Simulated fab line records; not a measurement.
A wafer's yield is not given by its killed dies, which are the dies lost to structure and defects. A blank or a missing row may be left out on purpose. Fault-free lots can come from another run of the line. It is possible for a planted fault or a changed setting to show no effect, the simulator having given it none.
Struck lot and sound lot, side by side / flow sky130 / 16 out of 708 route steps
Sound: these wafers, L590.1, L590.5, L590.6. Wafers L582.4, L582.5, L582.6 were the ones struck. The cause comes at the end.
Order at every step that has rows: each side's tool, ch and its chambers, its first start. Under that, the readings that differ: sound wafers / struck wafers / difference of the means / sigmas: that difference in standard deviations of wafers without a fault.
alike: readings with means less than 2 such deviations apart, plus words and numbers identical on both sides. not compared: withheld readings, readings lacking a value on some wafer, bounds such as >300 that could conceal the same value, and numbers that have no deviation in the record and whose values overlap.
The two part at a step that has a row with sigmas, a row that says differs or no value, or rows on one side only. Numbers that don't overlap but have no deviation are shown without sigmas and don't part them. A reading missing from all wafers of one side parts the sides only when that side holds two or more wafers.

SKY_SD_N_OVL_MEAS_08:
  sound: overlay-02 at day 32 10:47; struck: overlay-02 at day 29 18:59
  alike: SD_N_OVL
then, 2 steps without rows for these wafers: SKY_SD_N_IMPLANT_09; SKY_SD_N_IMPLANT_10.
SKY_SD_N_STRIP_11: strips in O2/N2.
  sound on plasma_asher-04 ch 0,1, day 32 11:07; struck on plasma_asher-01 ch 0,1, day 29 19:20
  alike: drypump_motor_current_A, oes_product_au, strip_time_to_endpoint_s
  not compared: rf_hours_counter_h
SKY_SD_N_TW_MEAS_12:
  sound: film_metro-02 at day 32 11:13; struck: film_metro-03 at day 29 19:26
  alike: SD_N_TW
then, 1 step without rows for these wafers: SKY_SD_N_CLEAN_13 (cleans in SC1/SC2, time 150 s).
SKY_SD_N_RTA_14: time 2 s.
  sound on rtp_anneal-02 ch 0, day 32 11:20; struck on rtp_anneal-01 ch 0, day 29 19:32
  alike: chamber_o2_ppm, lamp_power_pct, wafer_temp_C_max
SKY_SD_N_RS_MEAS_16: measures by four-point-probe.
  sound: film_metro-04 at day 32 11:31; struck: film_metro-03 at day 29 19:47
  alike: SD_N_RS
SKY_SD_N_RS_MEAS_17: measures by four-point-probe.
  sound: film_metro-04 at day 32 11:38; struck: film_metro-03 at day 29 19:54
  alike: SD_P_RS
SKY_SD_N_RS_MEAS_18: measures by four-point-probe.
  sound: film_metro-04 at day 32 11:45; struck: film_metro-03 at day 29 20:01
  alike: RES_XHIGH_RS
then, 1 step without rows for these wafers: SKY_SALICIDE_CLEAN_00 (cleans in HF-last, time 30 s).
SKY_LI_CONTACT_HDPCVD_00: deposits PSG, target thk 930 nm, time 155 s.
  sound on hdpcvd-01 ch 0,1,2, day 32 11:53; struck on hdpcvd-01 ch 0,1, day 29 20:08
reading=sih4_flow_sccm (sccm); sound=59.93 59.90 60.01; struck=48.11 48.20 48.16; difference=-11.79; sigmas=-66
reading=model.PSG_of_LI_CONTACT_HDPCVD_00.thk_nm (nm); sound=929 921.6 924.6; struck=755 750.9 743.7; difference=-175; sigmas=
SKY_LI_CONTACT_THK_MEAS_01:
  sound: film_metro-04 at day 32 11:59; struck: film_metro-03 at day 29 20:30
reading=LI_CONTACT_HDPCVD_THK (nm); sound=930 921 925; struck=755 751 744; difference=-175; sigmas=-22
  not compared: hold
SKY_LI_CONTACT_CMP_02: polishes PSG.
  sound on cmp-02 ch 0,1, day 32 12:06; struck on cmp-02 ch 1,2,3, day 29 20:56
reading=hold; sound=- - -; struck=await_dispo/0.2h/release await_dispo/0.2h/release await_dispo/0.2h/release; difference=no value on the sound wafers; sigmas=
reading=time_to_endpoint_s (s); sound=31.4 30.6 28.3; struck=11.8 16.3 10.4; difference=-17.3; sigmas=-7
  alike: motor_current_A, slurry_filter_dp_kPa
SKY_LI_CONTACT_BOW_MEAS_03:
  sound: film_metro-03 at day 32 12:21; struck: film_metro-03 at day 29 21:08
  alike: LI_CONTACT_BOW
SKY_PAD_OPEN_PROBE_99:
  rows exist in the record for the sound wafers here (prober-01, day 49 10:13), none for the struck ones

## WHERE THEY PART
First at SKY_LI_CONTACT_HDPCVD_00; last, within this record, at SKY_PAD_OPEN_PROBE_99.

WHY: whatever the simulator had introduced
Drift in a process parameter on hdpcvd-01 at SKY_LI_CONTACT_HDPCVD_00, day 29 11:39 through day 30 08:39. From 60, the setting sih4_flow_sccm moved by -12. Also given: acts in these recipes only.
